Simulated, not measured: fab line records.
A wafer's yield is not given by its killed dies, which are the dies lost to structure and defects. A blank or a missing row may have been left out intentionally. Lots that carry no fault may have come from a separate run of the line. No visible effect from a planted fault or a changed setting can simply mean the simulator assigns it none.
Which tool is to blame?    flow sky130    12 lots with 36 wafers sampled at 5 steps, on a route of 708 steps

## WHAT THE GAUGES READ, wafer by wafer
SKY_PWDE_TW_MEAS_10. Usual: PWDE_TW gives 374.4 (standard deviation 1.9).
lot   measured     on             PWDE_TW            flag
L100  day 3 21:37  film metro-02  378.1 372.9 375.7  
L101  day 4 01:22  film metro-03  374.0 373.9 375.7  
L107  day 5 12:34  film metro-01  403.0 401.7 402.8  OFF
L108  day 5 17:01  film metro-03  405.3 406.4 404.9  OFF
L112  day 6 15:32  film metro-02  375.2 374.8 375.6  
L114  day 7 02:28  film metro-03  375.1 376.0 376.2  
L116  day 7 12:43  film metro-03  375.1 375.5 373.8  
L117  day 7 18:25  film metro-03  375.8 377.0 379.0  
L118  day 8 03:01  film metro-01  371.1 372.3 372.2  
L119  day 8 05:52  film metro-01  372.8 375.4 374.7  
L120  day 8 11:22  film metro-02  372.0 374.5 373.8  
L122  day 9 06:07  film metro-01  376.3 375.0 374.8  

SKY_NWELL_OVL_MEAS_23. Usual: NWELL_01_OVL gives -0.2 nm (standard deviation 1.6).
lot   measured      on          NWELL_01_OVL (nm)  flag
L100  day 5 08:35   overlay-01  -2.2 -2.2 -0.7     
L101  day 5 11:52   overlay-02  -1.2 -1.2 -0.9     
L107  day 7 02:23   overlay-02  0.1 -0.9 0.2       
L108  day 7 06:59   overlay-01  2.3 2.6 2.7        
L112  day 8 08:14   overlay-02  -0.5 0.3 0.5       
L114  day 8 18:49   overlay-01  -0.3 -1.2 0.0      
L116  day 9 06:47   overlay-01  -2.0 -1.9 -1.0     
L117  day 9 11:43   overlay-01  -1.0 -0.5 -1.7     
L118  day 9 20:29   overlay-02  -1.0 0.2 0.5       
L119  day 9 23:46   overlay-01  0.9 2.2 0.1        
L120  day 10 06:08  overlay-01  -1.7 -1.3 -3.1     
L122  day 11 02:43  overlay-02  2.0 2.2 2.3        

SKY_NWELL_RS_MEAS_31: measures by four-point-probe. Usual: PWDE_RS gives 5280 ohm/sq (standard deviation 19).
lot   measured      on             PWDE_RS (ohm/sq)  flag
L100  day 5 09:20   film metro-02  5271 5275 5271    
L101  day 5 12:37   film metro-02  5292 5307 5285    
L107  day 7 03:07   film metro-01  4357 4364 4369    OFF
L108  day 7 07:51   film metro-03  4370 4363 4378    OFF
L112  day 8 09:01   film metro-02  5298 5305 5274    
L114  day 8 19:40   film metro-03  5275 5301 5288    
L116  day 9 07:38   film metro-01  5298 5312 5318    
L117  day 9 12:28   film metro-01  5286 5280 5282    
L118  day 9 21:13   film metro-02  5301 5303 5323    
L119  day 10 00:30  film metro-01  5275 5248 5268    
L120  day 10 06:52  film metro-03  5298 5293 5295    
L122  day 11 03:29  film metro-01  5283 5282 5289    

SKY_VT_ADJUST_HVTP_CD_MEAS_07: target cd 380 nm. Usual: cd nm 379.5 nm, standard deviation 2.3.
lot   measured      on         cd nm (nm)         flag
L100  day 6 03:52   cd sem-02  378.6 379.7 380.4  
L101  day 6 07:09   cd sem-01  379.6 379.0 378.5  
L107  day 7 22:47   cd sem-02  380.4 381.7 381.7  
L108  day 8 04:01   cd sem-02  381.2 383.2 382.0  
L112  day 9 05:32   cd sem-01  380.8 378.8 379.5  
L114  day 9 16:32   cd sem-02  382.1 379.3 377.3  
L116  day 10 05:20  cd sem-01  379.8 379.0 378.6  
L117  day 10 10:56  cd sem-01  380.2 380.8 381.5  
L118  day 10 19:08  cd sem-01  378.8 381.2 382.3  
L119  day 10 23:23  cd sem-01  379.2 380.6 379.3  
L120  day 11 05:40  cd sem-01  377.6 377.2 378.3  
L122  day 12 03:25  cd sem-02  380.0 379.7 376.6  

## EACH LOT AND THE TOOL THAT RAN IT (in order: tool; ch and the chambers of the sampled wafers; start)
lot   SKY_PWDE_IMPLANT_08
L100  implanter-01 ch 0, day 3 21:24
L101  implanter-01 ch 0, day 4 01:07
L107  implanter-01 ch 0, day 5 12:19
L108  implanter-01 ch 0, day 5 16:48
L112  implanter-03 ch 0, day 6 15:19
L114  implanter-04 ch 0, day 7 02:13
L116  implanter-04 ch 0, day 7 12:28
L117  implanter-04 ch 0, day 7 18:10
L118  implanter-03 ch 0, day 8 02:46
L119  implanter-04 ch 0, day 8 05:37
L120  implanter-03 ch 0, day 8 11:07
L122  implanter-04 ch 0, day 9 05:54
- SKY_PWDE_IMPLANT_08

## WHAT THE TOOLS THEMSELVES READ (means of the sampled wafers that have a number; where no wafer has one, the mark that the record gives instead)
SKY_PWDE_IMPLANT_08. Usual: dose ions cm2 3.6e+12, standard deviation 3.6e+09; faraday current uA 20.4, standard deviation 0.4.
lot   tool          dose ions cm2  faraday current uA  flag
L100  implanter-01  3.6e+12        20.5                
L101  implanter-01  3.6e+12        20.2                
L107  implanter-01  4.6e+12        26.1                OFF
L108  implanter-01  4.6e+12        25.8                OFF
L112  implanter-03  3.6e+12        20.3                
L114  implanter-04  3.6e+12        20.1                
L116  implanter-04  3.6e+12        20.3                
L117  implanter-04  3.6e+12        20.4                
L118  implanter-03  3.6e+12        20.5                
L119  implanter-04  3.6e+12        20.1                
L120  implanter-03  3.6e+12        20.0                
L122  implanter-04  3.6e+12        20.4                

## THE ANSWER, worked out from the rows above alone
Rule: lot off if the mean of its wafers having a number is beyond 3 standard deviations from the usual mean. A lot without any number at a reading at which 4 lots or more have one is off too. All remaining lots with rows at the step are treated as sound. After the gauges, taken in route order, come the tools' own readings; for these a lot's mean is taken, as printed above. At the first step where some lot is off, the reading lying furthest off is the one used; lots without a number count as furthest.
Off: L107, L108, at SKY_PWDE_TW_MEAS_10 (PWDE_TW).
A tool fits if, at a process step before that reading, it ran every lot that is off, and no sound lot after the first of them. The gauges at SKY_PWDE_TW_MEAS_10 aren't tried: what is off there is off at SKY_PWDE_IMPLANT_08 too, on other tools, and a gauge's error can't cause that. One fits: implanter-01 at SKY_PWDE_IMPLANT_08. Its last sound lot is L101 (day 4 01:07), its first lot that is off L107 (day 5 12:19): a fault that began between those two fits.
The tool's own readings at SKY_PWDE_IMPLANT_08 bear it out: on the lots that are off they differ by more than 5 times the standard deviation of the sound lots' means. dose ions cm2 reads 4.6e+12 there against 3.6e+12 on the sound lots; faraday current uA reads 26.0 there against 20.3 on the sound lots.

## WHAT THE SIMULATOR PUT IN
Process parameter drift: implanter-01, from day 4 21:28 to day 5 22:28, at SKY_PWDE_IMPLANT_08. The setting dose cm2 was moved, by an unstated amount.
Lots struck among those shown: L107, L108. This agrees with what the rule above found.
